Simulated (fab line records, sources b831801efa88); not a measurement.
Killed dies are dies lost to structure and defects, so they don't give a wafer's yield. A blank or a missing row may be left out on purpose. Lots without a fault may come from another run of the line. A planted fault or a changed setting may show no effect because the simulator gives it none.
One fault seen from 2 desks | flow sky130 | each desk has only its own numbers; what lay behind them comes last

THE TOOL OWNER'S DESK: litho_track-04
The tool's own readings at SKY_VT_ADJUST_HVTR_DEVELOP_06 (develop time 60 s): means of the sampled wafers that have a number, for each lot that ran on this tool. A lot is out of limits, marked OUT, if its mean lies more than 4 standard deviations from the usual mean; the brackets give that distance.
Columns: A = developer_temp_C at SKY_VT_ADJUST_HVTR_DEVELOP_06, usual 23.00 C
lot  | first seen here | A
L970 | day 9 06:37     | 22.84
L971 | day 9 13:23     | 23.08
L972 | day 10 00:52    | 23.01
L981 | day 12 20:16    | 23.09
L986 | day 14 07:13    | 23.01
L988 | day 15 00:40    | 22.90
This desk's finding: nothing out of limits on any of the 6 lots.

THE METROLOGY DESK
What the gauges read, lot by lot, whatever tool the lot ran on: means of the sampled wafers that have a number. A lot is out of limits, marked OUT, if its mean lies more than 4 standard deviations from the usual mean; the brackets give that distance.
Columns: A = NWELL_2_TW at SKY_NWELL_TW_MEAS_26, usual 499.5; B = cd_nm at SKY_VT_ADJUST_HVTR_CD_MEAS_07, usual 380.6 nm
lot  | first seen here | A     | B
L970 | day 5 06:04     | 500.7 | 386.2
L971 | day 5 11:20     | 500.6 | 378.4
L972 | day 5 20:11     | 501.1 | 377.0
L973 | day 5 23:02     | 499.0 | 379.2
L975 | day 6 12:01     | 497.4 | 380.0
L976 | day 6 19:53     | 502.4 | 381.3
L980 | day 8 03:20     | 498.3 | 382.8
L981 | day 8 04:23     | 500.3 | 383.4
L979 | day 8 05:01     | 500.7 | 379.9
L986 | day 9 08:17     | 499.7 | 368.2 (-4.3) OUT
L988 | day 9 22:17     | 502.2 | 365.3 (-5.3) OUT
L992 | day 11 02:11    | 504.3 | 378.8
This desk's finding: out of limits on L986, L988; first on L986, day 14 07:22 (cd_nm at SKY_VT_ADJUST_HVTR_CD_MEAS_07). In limits: L970, L971, L972, L973, L975, L976, L980, L981, L979, L992.

PUT TOGETHER
The metrology desk could have raised an alarm at day 14 07:22, on L986, L988.
The tool owner's desk saw nothing out of limits.
The tool owner's desk has L986, L988 on record, within its limits.
Of the lots named, all ran SKY_VT_ADJUST_HVTR_DEVELOP_06 on litho_track-04.

WHAT THE SIMULATOR HAD PUT IN
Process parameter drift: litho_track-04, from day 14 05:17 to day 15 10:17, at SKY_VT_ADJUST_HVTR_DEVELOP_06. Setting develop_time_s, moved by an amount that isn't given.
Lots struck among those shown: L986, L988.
Hours from the fault's start to each desk's first reading out of limits: the metrology desk, 2.
